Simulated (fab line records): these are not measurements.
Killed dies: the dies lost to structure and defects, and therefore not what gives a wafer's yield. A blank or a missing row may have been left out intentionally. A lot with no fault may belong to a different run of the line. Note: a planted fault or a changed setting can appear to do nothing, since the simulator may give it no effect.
A sampling plan put to the test	flow sky130	one fab line, 19 faults that these records tell of, each judged on the records of the lots that it struck
What counts as the plan is the set of the line's own looks, namely the steps on the route at which a gauge or an inspection reads a wafer and does not change it. A look can be judged if struck wafers have a number there and the file gives its usual mean and standard deviation on fault-free wafers. Caught: the struck wafers' mean, at a look after the fault's first step, is 4 or more of those standard deviations (sigma) away from the usual mean. On the tool: the test repeated on the tool's own readings taken at the fault's steps. Caught also covers a different recipe on the struck wafers, or a record left blank for those wafers only.

## THE FAULTS, as the simulator had put them in
1. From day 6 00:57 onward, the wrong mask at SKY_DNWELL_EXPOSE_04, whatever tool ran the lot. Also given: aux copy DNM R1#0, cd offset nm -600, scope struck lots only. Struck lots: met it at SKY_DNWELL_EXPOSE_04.
2. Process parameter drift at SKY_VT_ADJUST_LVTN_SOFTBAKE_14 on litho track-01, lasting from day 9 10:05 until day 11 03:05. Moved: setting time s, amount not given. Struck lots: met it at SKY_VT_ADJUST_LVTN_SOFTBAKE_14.
3. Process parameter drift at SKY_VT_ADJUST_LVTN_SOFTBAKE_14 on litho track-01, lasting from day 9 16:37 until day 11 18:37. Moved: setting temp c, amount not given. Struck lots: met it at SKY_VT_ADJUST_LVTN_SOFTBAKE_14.
4. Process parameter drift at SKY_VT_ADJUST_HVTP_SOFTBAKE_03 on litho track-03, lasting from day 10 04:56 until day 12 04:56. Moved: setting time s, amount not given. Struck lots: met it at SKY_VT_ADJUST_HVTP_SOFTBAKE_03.
5. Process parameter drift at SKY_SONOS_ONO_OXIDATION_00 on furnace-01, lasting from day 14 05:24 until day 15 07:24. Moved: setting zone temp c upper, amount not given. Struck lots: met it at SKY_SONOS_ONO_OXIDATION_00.
6. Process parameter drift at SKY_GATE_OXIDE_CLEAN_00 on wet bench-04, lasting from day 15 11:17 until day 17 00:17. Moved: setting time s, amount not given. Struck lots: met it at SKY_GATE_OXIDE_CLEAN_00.
7. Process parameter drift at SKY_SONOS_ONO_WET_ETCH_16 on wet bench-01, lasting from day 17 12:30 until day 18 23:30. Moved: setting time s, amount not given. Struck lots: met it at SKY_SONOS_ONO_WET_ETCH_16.
8. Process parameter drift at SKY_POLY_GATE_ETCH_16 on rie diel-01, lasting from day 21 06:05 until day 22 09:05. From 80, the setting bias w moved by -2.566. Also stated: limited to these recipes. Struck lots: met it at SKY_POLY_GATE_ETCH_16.
9. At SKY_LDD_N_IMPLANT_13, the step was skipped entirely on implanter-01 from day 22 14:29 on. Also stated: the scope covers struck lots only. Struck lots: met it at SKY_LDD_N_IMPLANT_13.
10. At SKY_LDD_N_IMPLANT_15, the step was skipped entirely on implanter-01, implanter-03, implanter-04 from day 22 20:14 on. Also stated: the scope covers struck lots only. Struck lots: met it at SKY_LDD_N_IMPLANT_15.
11. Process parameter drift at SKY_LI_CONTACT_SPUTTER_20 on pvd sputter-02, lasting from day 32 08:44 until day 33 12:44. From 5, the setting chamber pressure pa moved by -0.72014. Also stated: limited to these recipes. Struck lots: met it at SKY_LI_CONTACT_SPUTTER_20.
12. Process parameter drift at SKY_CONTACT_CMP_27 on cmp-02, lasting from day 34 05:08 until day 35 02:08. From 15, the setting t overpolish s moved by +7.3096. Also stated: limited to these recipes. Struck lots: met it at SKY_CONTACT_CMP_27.
13. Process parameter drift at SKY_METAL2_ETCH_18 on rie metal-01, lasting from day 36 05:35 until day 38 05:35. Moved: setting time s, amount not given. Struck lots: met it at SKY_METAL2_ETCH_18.
14. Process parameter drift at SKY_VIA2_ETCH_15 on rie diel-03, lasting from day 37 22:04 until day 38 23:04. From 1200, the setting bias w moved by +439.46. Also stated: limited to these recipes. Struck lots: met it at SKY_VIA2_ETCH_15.
15. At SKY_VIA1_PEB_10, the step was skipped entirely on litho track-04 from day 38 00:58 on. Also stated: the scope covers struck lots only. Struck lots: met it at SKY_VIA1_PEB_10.
16. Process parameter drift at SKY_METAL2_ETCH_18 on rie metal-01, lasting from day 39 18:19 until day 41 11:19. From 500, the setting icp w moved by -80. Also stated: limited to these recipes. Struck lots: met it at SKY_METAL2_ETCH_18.
17. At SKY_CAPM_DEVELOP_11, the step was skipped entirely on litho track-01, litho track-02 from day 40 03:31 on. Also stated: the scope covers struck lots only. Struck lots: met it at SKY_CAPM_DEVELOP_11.
18. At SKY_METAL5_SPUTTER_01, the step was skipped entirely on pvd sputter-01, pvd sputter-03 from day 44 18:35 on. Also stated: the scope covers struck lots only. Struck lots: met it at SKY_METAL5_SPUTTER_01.
19. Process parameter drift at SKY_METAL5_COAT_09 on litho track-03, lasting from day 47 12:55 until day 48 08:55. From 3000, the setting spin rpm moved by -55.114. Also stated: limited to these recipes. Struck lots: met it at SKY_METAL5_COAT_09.

## WHAT THE PLAN SAW
fault	on the tool itself	first look that catches it	reading, sigma	median hours from its first step to that look	hours from the fault's start to the first struck lot there	judged looks passed uncaught
1	no reading that can be judged	not the one look that can be judged after it	-	-	-	1
2	heater power total W +21 sigma	not the one look that can be judged after it	-	-	-	1
3	heater power total W -13 sigma	none of the 2 looks that can be judged after it	-	-	-	2
4	run length s +72 sigma	none of the 2 looks that can be judged after it	-	-	-	2
5	spike tc upper C +19 sigma	none of the 2 looks that can be judged after it	-	-	-	2
6	run length s -21 sigma	no look after it can be judged	-	-	-	0
7	run length s -58 sigma	no look after it can be judged	-	-	-	0
8	bias w -10 sigma	no look after it can be judged	-	-	-	0
9	the tool's record is blank for the struck wafers	no look after it can be judged	-	-	-	0
10	the tool's record is blank for the struck wafers	no look after it can be judged	-	-	-	0
11	chamber pressure pa -71 sigma	not the one look that can be judged after it	-	-	-	1
12	overpolish run s +99 or beyond sigma	no look after it can be judged	-	-	-	0
13	run length s +31 sigma	not the one look that can be judged after it	-	-	-	1
14	bias w +99 or beyond sigma	no look after it can be judged	-	-	-	0
15	no reading that can be judged	no look after it can be judged	-	-	-	0
16	rf fwd power W -29 sigma	no look after it can be judged	-	-	-	0
17	the tool's record is blank for the struck wafers	no look after it can be judged	-	-	-	0
18	the tool's record is blank for the struck wafers	no look after it can be judged	-	-	-	0
19	spin speed rpm -26 sigma	no look after it can be judged	-	-	-	0
A dash: this means the fault isn't caught or the number doesn't appear in these records.

Caught at a look: 0 of 19. Caught on the tool: 17 of 19. By one or the other: 17 of 19.
Faults 2, 3, 4, 5, 6, 7, 8, 9, 10, 11, 12, 13, 14, 16, 17, 18, 19 were caught on the tool alone.
Caught by neither: faults 1, 15.
